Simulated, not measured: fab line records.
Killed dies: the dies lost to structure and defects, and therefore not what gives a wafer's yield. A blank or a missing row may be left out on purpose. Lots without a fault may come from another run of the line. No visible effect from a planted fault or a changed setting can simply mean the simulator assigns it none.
What tool caused it? + flow sky130 + 24 lots, 72 wafers sampled, at 6 steps of a route of 708

== WHAT THE GAUGES READ, wafer by wafer ==
SKY_LOCAL_INTERCONNECT_OVL_MEAS_12. Usual: LOCAL_INTERCONNECT_OVL -4 nm, standard deviation 5.4.
| lot  | measured     | on         | LOCAL_INTERCONNECT_OVL (nm) | flag |
|------|--------------|------------|-----------------------------|------|
| L074 | day 29 17:02 | overlay-01 | -9 -6 -18                   |      |
| L075 | day 30 09:05 | overlay-01 | -3 -11 1                    |      |
| L076 | day 30 19:15 | overlay-01 | -6 -9 -10                   |      |
| L077 | day 31 08:53 | overlay-01 | 0 -6 -2                     |      |
| L078 | day 31 16:32 | overlay-02 | -10 -4 -5                   |      |
| L079 | day 31 20:50 | overlay-01 | -8 -8 -4                    |      |
| L080 | day 32 03:32 | overlay-02 | -6 -9 -5                    |      |
| L081 | day 32 13:50 | overlay-01 | 3 -5 3                      |      |
| L082 | day 32 22:29 | overlay-02 | -8 2 -5                     |      |
| L083 | day 33 10:08 | overlay-01 | 2 -3 -6                     |      |
| L084 | day 33 15:03 | overlay-02 | 3 -1 -3                     |      |
| L085 | day 34 01:29 | overlay-02 | -6 -6 -6                    |      |
| L086 | day 34 10:41 | overlay-01 | -10 -4 4                    |      |
| L087 | day 34 15:44 | overlay-01 | -1 1 0                      |      |
| L088 | day 35 05:14 | overlay-02 | -2 5 7                      |      |
| L089 | day 35 12:50 | overlay-01 | -5 -5 1                     |      |
| L090 | day 35 17:38 | overlay-02 | -9 -10 -11                  |      |
| L091 | day 35 20:53 | overlay-02 | -2 -6 -3                    |      |
| L092 | day 36 01:11 | overlay-01 | -10 -5 -9                   |      |
| L093 | day 36 13:02 | overlay-01 | 1 -4 5                      |      |
| L094 | day 36 21:50 | overlay-01 | 1 8 1                       |      |
| L095 | day 37 02:53 | overlay-01 | -7 -10 -4                   |      |
| L096 | day 37 14:00 | overlay-02 | 5 -11 2                     |      |
| L097 | day 37 17:50 | overlay-01 | -6 -8 -6                    |      |

SKY_VIA1_THK_MEAS_01. Usual: VIA1_HDPCVD_THK 1040 nm, standard deviation 12.
| lot  | measured     | on            | VIA1_HDPCVD_THK (nm) | flag |
|------|--------------|---------------|----------------------|------|
| L074 | day 32 05:25 | film_metro-03 | 1058 1034 1055       |      |
| L075 | day 32 21:38 | film_metro-02 | 1059 1043 1042       |      |
| L076 | day 33 07:23 | film_metro-02 | 1046 1049 1052       |      |
| L077 | day 33 21:15 | film_metro-03 | 1027 1047 1027       |      |
| L078 | day 34 04:12 | film_metro-03 | 1020 1036 1036       |      |
| L079 | day 34 09:03 | film_metro-04 | 1037 1047 1040       |      |
| L080 | day 34 14:19 | film_metro-03 | 1028 1049 1031       |      |
| L081 | day 35 00:53 | film_metro-04 | 1043 1030 1031       |      |
| L082 | day 35 08:40 | film_metro-04 | 1055 1061 1056       |      |
| L083 | day 35 20:19 | film_metro-03 | 1031 1055 1040       |      |
| L084 | day 36 01:10 | film_metro-03 | 1050 1018 1060       |      |
| L085 | day 36 10:20 | film_metro-03 | 1020 1043 1037       |      |
| L086 | day 36 19:40 | film_metro-03 | 1059 1028 1049       |      |
| L087 | day 37 00:26 | film_metro-03 | 1043 1025 1040       |      |
| L088 | day 37 12:04 | film_metro-02 | 1052 1033 1032       |      |
| L089 | day 37 21:01 | film_metro-04 | 1053 1059 1031       |      |
| L090 | day 38 01:10 | film_metro-02 | 1041 1039 1040       |      |
| L091 | day 38 05:15 | film_metro-04 | 1055 1049 1052       |      |
| L092 | day 38 08:56 | film_metro-04 | 1042 1019 1031       |      |
| L093 | day 38 20:32 | film_metro-04 | 1034 1029 1024       |      |
| L094 | day 39 05:10 | film_metro-02 | 1029 1019 1027       |      |
| L095 | day 39 09:20 | film_metro-03 | 1053 1040 1038       |      |
| L096 | day 39 19:44 | film_metro-02 | 1048 1043 1049       |      |
| L097 | day 40 00:35 | film_metro-04 | 1014 1032 1032       |      |

== EACH LOT AND THE TOOL THAT RAN IT (in order: tool; ch and the chambers of the sampled wafers; start) ==
| lot  | SKY_SD_P_STRIP_10                    | SKY_SD_N_STRIP_11                    | SKY_CONTACT_CMP_04            | SKY_METAL1_SPUTTER_04        |
|------|--------------------------------------|--------------------------------------|-------------------------------|------------------------------|
| L074 | plasma_asher-01 ch 0,1, day 24 19:40 | plasma_asher-02 ch 0,1, day 27 05:40 | cmp-02 ch 0,1,2, day 29 18:03 | pvd_sputter-04, day 31 00:08 |
| L075 | plasma_asher-04 ch 0,1, day 25 12:20 | plasma_asher-02 ch 1, day 27 21:37   | cmp-02 ch 0,1,2, day 30 10:06 | pvd_sputter-02, day 31 15:59 |
| L076 | plasma_asher-01 ch 0,1, day 25 21:27 | plasma_asher-01 ch 0,1, day 28 07:30 | cmp-01 ch 0,1, day 30 20:16   | pvd_sputter-03, day 32 02:25 |
| L077 | plasma_asher-04 ch 0,1, day 26 12:02 | plasma_asher-03 ch 0,1, day 28 21:34 | cmp-02 ch 0,1,3, day 31 09:52 | pvd_sputter-02, day 32 16:08 |
| L078 | plasma_asher-01 ch 0,1, day 26 19:40 | plasma_asher-01 ch 0,1, day 29 05:40 | cmp-02 ch 0,1, day 31 17:32   | pvd_sputter-02, day 32 23:26 |
| L079 | plasma_asher-01 ch 0,1, day 26 23:05 | plasma_asher-02 ch 0,1, day 29 09:10 | cmp-02 ch 0,1,3, day 31 21:58 | pvd_sputter-04, day 33 04:26 |
| L080 | plasma_asher-01 ch 0,1, day 27 07:59 | plasma_asher-01 ch 0,1, day 29 16:21 | cmp-02 ch 2,3, day 32 04:32   | pvd_sputter-03, day 33 09:47 |
| L081 | plasma_asher-01 ch 0,1, day 27 17:28 | plasma_asher-03 ch 0,1, day 30 02:40 | cmp-02 ch 1,2,3, day 32 14:52 | pvd_sputter-04, day 33 20:27 |
| L082 | plasma_asher-04 ch 0,1, day 28 02:56 | plasma_asher-03 ch 0,1, day 30 11:49 | cmp-02 ch 1,2,3, day 32 23:31 | pvd_sputter-03, day 34 04:53 |
| L083 | plasma_asher-04 ch 0,1, day 28 13:50 | plasma_asher-01 ch 0,1, day 30 23:22 | cmp-01 ch 0,2,3, day 33 11:23 | pvd_sputter-03, day 34 16:38 |
| L084 | plasma_asher-03 ch 0,1, day 28 20:22 | plasma_asher-02 ch 0,1, day 31 04:40 | cmp-02 ch 0,2, day 33 16:04   | pvd_sputter-03, day 34 21:53 |
| L085 | plasma_asher-04 ch 0,1, day 29 06:23 | plasma_asher-01 ch 0,1, day 31 15:01 | cmp-02 ch 0,2,3, day 34 02:27 | pvd_sputter-02, day 35 07:40 |
| L086 | plasma_asher-04 ch 0,1, day 29 16:05 | plasma_asher-01 ch 0,1, day 32 00:25 | cmp-02 ch 0,2,3, day 34 11:39 | pvd_sputter-03, day 35 17:04 |
| L087 | plasma_asher-01 ch 0,1, day 29 21:12 | plasma_asher-02 ch 0,1, day 32 06:21 | cmp-02 ch 0,2,3, day 34 16:51 | pvd_sputter-02, day 35 21:17 |
| L088 | plasma_asher-01 ch 1, day 30 11:01   | plasma_asher-01 ch 0,1, day 32 19:25 | cmp-02 ch 0,1,2, day 35 06:14 | pvd_sputter-04, day 36 08:55 |
| L089 | plasma_asher-01 ch 0,1, day 30 19:16 | plasma_asher-01 ch 0,1, day 33 03:19 | cmp-02 ch 0,2,3, day 35 13:54 | pvd_sputter-02, day 36 18:05 |
| L090 | plasma_asher-04 ch 0,1, day 30 22:55 | plasma_asher-02 ch 0,1, day 33 07:19 | cmp-02 ch 0,2,3, day 35 18:36 | pvd_sputter-02, day 36 22:11 |
| L091 | plasma_asher-01 ch 0,1, day 31 04:25 | plasma_asher-02 ch 0,1, day 33 12:40 | cmp-01 ch 0,1, day 35 21:51   | pvd_sputter-04, day 37 02:15 |
| L092 | plasma_asher-04 ch 0,1, day 31 07:50 | plasma_asher-02 ch 0,1, day 33 16:13 | cmp-01 ch 0,2, day 36 02:10   | pvd_sputter-03, day 37 06:09 |
| L093 | plasma_asher-01 ch 0,1, day 31 21:10 | plasma_asher-01 ch 0,1, day 34 04:22 | cmp-02 ch 0,1,2, day 36 14:19 | pvd_sputter-03, day 37 18:00 |
| L094 | plasma_asher-01 ch 0,1, day 32 07:19 | plasma_asher-01 ch 0,1, day 34 14:43 | cmp-02 ch 0,1,3, day 36 22:50 | pvd_sputter-03, day 38 03:05 |
| L095 | plasma_asher-01 ch 0,1, day 32 14:00 | plasma_asher-01 ch 0,1, day 34 20:42 | cmp-02 ch 0,2,3, day 37 03:58 | pvd_sputter-04, day 38 07:09 |
| L096 | plasma_asher-04 ch 0,1, day 33 00:45 | plasma_asher-03 ch 0,1, day 35 07:18 | cmp-01 ch 0,2,3, day 37 14:58 | pvd_sputter-02, day 38 18:23 |
| L097 | plasma_asher-03 ch 0,1, day 33 03:32 | plasma_asher-02 ch 0,1, day 35 10:49 | cmp-02 ch 1,2,3, day 37 18:53 | pvd_sputter-04, day 38 22:32 |
- SKY_SD_P_STRIP_10: strips in O2/N2.
- SKY_SD_N_STRIP_11: strips in O2/N2.
- SKY_CONTACT_CMP_04: polishes SiO2.
- SKY_METAL1_SPUTTER_04: material TiN, target thk 70 nm, time 58.3 s.

== AS READ BY THE TOOLS THEMSELVES (means over the sampled wafers that have a number; for cases with no such wafer, the mark the record gives instead) ==
SKY_SD_P_STRIP_10. Usual: drypump_motor_current_A 5.7 A, standard deviation 0.53; oes_product_au 0.617 a.u., standard deviation 0.0053; strip_time_to_endpoint_s 17.51 s, standard deviation 0.036.
| lot  | tool            | drypump_motor_current_A (A) | oes_product_au (a.u.) | strip_time_to_endpoint_s (s) | flag |
|------|-----------------|-----------------------------|-----------------------|------------------------------|------|
| L074 | plasma_asher-01 | 5.5                         | 0.620                 | 17.50                        |      |
| L075 | plasma_asher-04 | 6.0                         | 0.615                 | 17.53                        |      |
| L076 | plasma_asher-01 | 5.2                         | 0.616                 | 17.48                        |      |
| L077 | plasma_asher-04 | 6.2                         | 0.618                 | 17.49                        |      |
| L078 | plasma_asher-01 | 5.5                         | 0.616                 | 17.54                        |      |
| L079 | plasma_asher-01 | 5.2                         | 0.616                 | 17.47                        |      |
| L080 | plasma_asher-01 | 5.5                         | 0.618                 | 17.53                        |      |
| L081 | plasma_asher-01 | 5.2                         | 0.618                 | 17.57                        |      |
| L082 | plasma_asher-04 | 6.2                         | 0.614                 | 17.49                        |      |
| L083 | plasma_asher-04 | 6.0                         | 0.615                 | 17.49                        |      |
| L084 | plasma_asher-03 | 6.2                         | 0.619                 | 17.52                        |      |
| L085 | plasma_asher-04 | 6.2                         | 0.619                 | 17.52                        |      |
| L086 | plasma_asher-04 | 5.9                         | 0.614                 | 17.48                        |      |
| L087 | plasma_asher-01 | 5.5                         | 0.617                 | 17.50                        |      |
| L088 | plasma_asher-01 | 4.9                         | 0.620                 | 17.46                        |      |
| L089 | plasma_asher-01 | 5.2                         | 0.621                 | 17.54                        |      |
| L090 | plasma_asher-04 | 6.2                         | 0.618                 | 17.55                        |      |
| L091 | plasma_asher-01 | 5.2                         | 0.618                 | 17.47                        |      |
| L092 | plasma_asher-04 | 6.2                         | 0.613                 | 17.55                        |      |
| L093 | plasma_asher-01 | 5.2                         | 0.614                 | 17.47                        |      |
| L094 | plasma_asher-01 | 5.5                         | 0.623                 | 17.49                        |      |
| L095 | plasma_asher-01 | 5.2                         | 0.613                 | 17.48                        |      |
| L096 | plasma_asher-04 | 6.0                         | 0.620                 | 17.55                        |      |
| L097 | plasma_asher-03 | 6.2                         | 0.622                 | 17.55                        |      |

SKY_SD_N_STRIP_11. Usual: drypump_motor_current_A 5.5 A, standard deviation 0.48; oes_product_au 0.527 a.u., standard deviation 0.005; strip_time_to_endpoint_s 22.56 s, standard deviation 0.036.
| lot  | tool            | drypump_motor_current_A (A) | oes_product_au (a.u.) | strip_time_to_endpoint_s (s) | flag |
|------|-----------------|-----------------------------|-----------------------|------------------------------|------|
| L074 | plasma_asher-02 | 5.4                         | 0.527                 | 22.54                        |      |
| L075 | plasma_asher-02 | 5.1                         | 0.524                 | 22.55                        |      |
| L076 | plasma_asher-01 | 5.2                         | 0.527                 | 22.61                        |      |
| L077 | plasma_asher-03 | 6.2                         | 0.527                 | 22.57                        |      |
| L078 | plasma_asher-01 | 5.2                         | 0.525                 | 22.57                        |      |
| L079 | plasma_asher-02 | 5.3                         | 0.527                 | 22.52                        |      |
| L080 | plasma_asher-01 | 5.2                         | 0.532                 | 22.56                        |      |
| L081 | plasma_asher-03 | 6.2                         | 0.527                 | 22.60                        |      |
| L082 | plasma_asher-03 | 6.2                         | 0.527                 | 22.55                        |      |
| L083 | plasma_asher-01 | 5.5                         | 0.526                 | 22.52                        |      |
| L084 | plasma_asher-02 | 5.3                         | 0.526                 | 22.58                        |      |
| L085 | plasma_asher-01 | 5.2                         | 0.525                 | 22.56                        |      |
| L086 | plasma_asher-01 | 5.2                         | 0.525                 | 22.63                        |      |
| L087 | plasma_asher-02 | 5.6                         | 0.530                 | 22.55                        |      |
| L088 | plasma_asher-01 | 5.5                         | 0.526                 | 22.56                        |      |
| L089 | plasma_asher-01 | 5.2                         | 0.525                 | 22.49                        |      |
| L090 | plasma_asher-02 | 5.6                         | 0.529                 | 22.57                        |      |
| L091 | plasma_asher-02 | 5.6                         | 0.534                 | 22.58                        |      |
| L092 | plasma_asher-02 | 5.6                         | 0.525                 | 22.53                        |      |
| L093 | plasma_asher-01 | 5.2                         | 0.527                 | 22.49                        |      |
| L094 | plasma_asher-01 | 5.5                         | 0.523                 | 22.55                        |      |
| L095 | plasma_asher-01 | 5.5                         | 0.529                 | 22.60                        |      |
| L096 | plasma_asher-03 | 6.2                         | 0.526                 | 22.58                        |      |
| L097 | plasma_asher-02 | 5.6                         | 0.529                 | 22.59                        |      |

SKY_CONTACT_CMP_04. Usual: motor_current_A 12.5 A, standard deviation 1.1; slurry_flow_ml_min 150.0, standard deviation 0.49; time_to_endpoint_s 82 s, standard deviation 5.1.
| lot  | tool   | motor_current_A (A) | slurry_flow_ml_min | time_to_endpoint_s (s) | flag |
|------|--------|---------------------|--------------------|------------------------|------|
| L074 | cmp-02 | 12.6                | 150.0              | 84                     |      |
| L075 | cmp-02 | 12.6                | 150.5              | 90                     |      |
| L076 | cmp-01 | 11.7                | 149.8              | 78                     |      |
| L077 | cmp-02 | 12.2                | 149.5              | 86                     |      |
| L078 | cmp-02 | 11.8                | 149.5              | 86                     |      |
| L079 | cmp-02 | 12.1                | 150.1              | 85                     |      |
| L080 | cmp-02 | 13.2                | 150.2              | 80                     |      |
| L081 | cmp-02 | 12.6                | 150.5              | 82                     |      |
| L082 | cmp-02 | 12.7                | 150.1              | 76                     |      |
| L083 | cmp-01 | 14.0                | 150.4              | 82                     |      |
| L084 | cmp-02 | 12.5                | 150.1              | 81                     |      |
| L085 | cmp-02 | 12.4                | 150.2              | 79                     |      |
| L086 | cmp-02 | 12.7                | 149.9              | 81                     |      |
| L087 | cmp-02 | 12.3                | 150.0              | 79                     |      |
| L088 | cmp-02 | 12.3                | 149.3              | 81                     |      |
| L089 | cmp-02 | 12.8                | 150.2              | 84                     |      |
| L090 | cmp-02 | 12.8                | 150.0              | 81                     |      |
| L091 | cmp-01 | 11.9                | 150.0              | 81                     |      |
| L092 | cmp-01 | 12.1                | 149.9              | 82                     |      |
| L093 | cmp-02 | 12.7                | 150.1              | 81                     |      |
| L094 | cmp-02 | 12.3                | 149.8              | 80                     |      |
| L095 | cmp-02 | 12.8                | 149.8              | 82                     |      |
| L096 | cmp-01 | 13.4                | 149.5              | 86                     |      |
| L097 | cmp-02 | 12.4                | 150.2              | 83                     |      |

SKY_METAL1_SPUTTER_04. Usual: throttle_valve_pct at 30.1 %, with a standard deviation of 1.1.
| lot  | tool           | throttle_valve_pct (%) | flag |
|------|----------------|------------------------|------|
| L074 | pvd_sputter-04 | 29.9                   |      |
| L075 | pvd_sputter-02 | 29.9                   |      |
| L076 | pvd_sputter-03 | 30.2                   |      |
| L077 | pvd_sputter-02 | 30.2                   |      |
| L078 | pvd_sputter-02 | 30.2                   |      |
| L079 | pvd_sputter-04 | 30.3                   |      |
| L080 | pvd_sputter-03 | 30.9                   |      |
| L081 | pvd_sputter-04 | 29.1                   |      |
| L082 | pvd_sputter-03 | 30.1                   |      |
| L083 | pvd_sputter-03 | 30.1                   |      |
| L084 | pvd_sputter-03 | 29.6                   |      |
| L085 | pvd_sputter-02 | 30.4                   |      |
| L086 | pvd_sputter-03 | 30.1                   |      |
| L087 | pvd_sputter-02 | 29.8                   |      |
| L088 | pvd_sputter-04 | 30.0                   |      |
| L089 | pvd_sputter-02 | 30.4                   |      |
| L090 | pvd_sputter-02 | 29.8                   |      |
| L091 | pvd_sputter-04 | 28.9                   |      |
| L092 | pvd_sputter-03 | 30.2                   |      |
| L093 | pvd_sputter-03 | 31.0                   |      |
| L094 | pvd_sputter-03 | 30.1                   |      |
| L095 | pvd_sputter-04 | 30.1                   |      |
| L096 | pvd_sputter-02 | 29.5                   |      |
| L097 | pvd_sputter-04 | 30.0                   |      |

== THE ANSWER, worked out from the rows above alone ==
Rule: take the mean of a lot's wafers that have a number; if it is more than 3 standard deviations from the usual mean, the lot is off. Also off: a lot with no number at a reading for which 4 or more lots have one. Any other lot the step has rows for is counted as sound. Order of review: gauges by route order, followed by the tools' own readings, for which a lot's mean as printed above is used. At the first step where some lot is off, the reading lying furthest off is the one used; lots without a number count as furthest.
No lot is off on any of the readings shown, so nothing can be concluded from this.

== WHAT THE SIMULATOR HAD INSERTED ==
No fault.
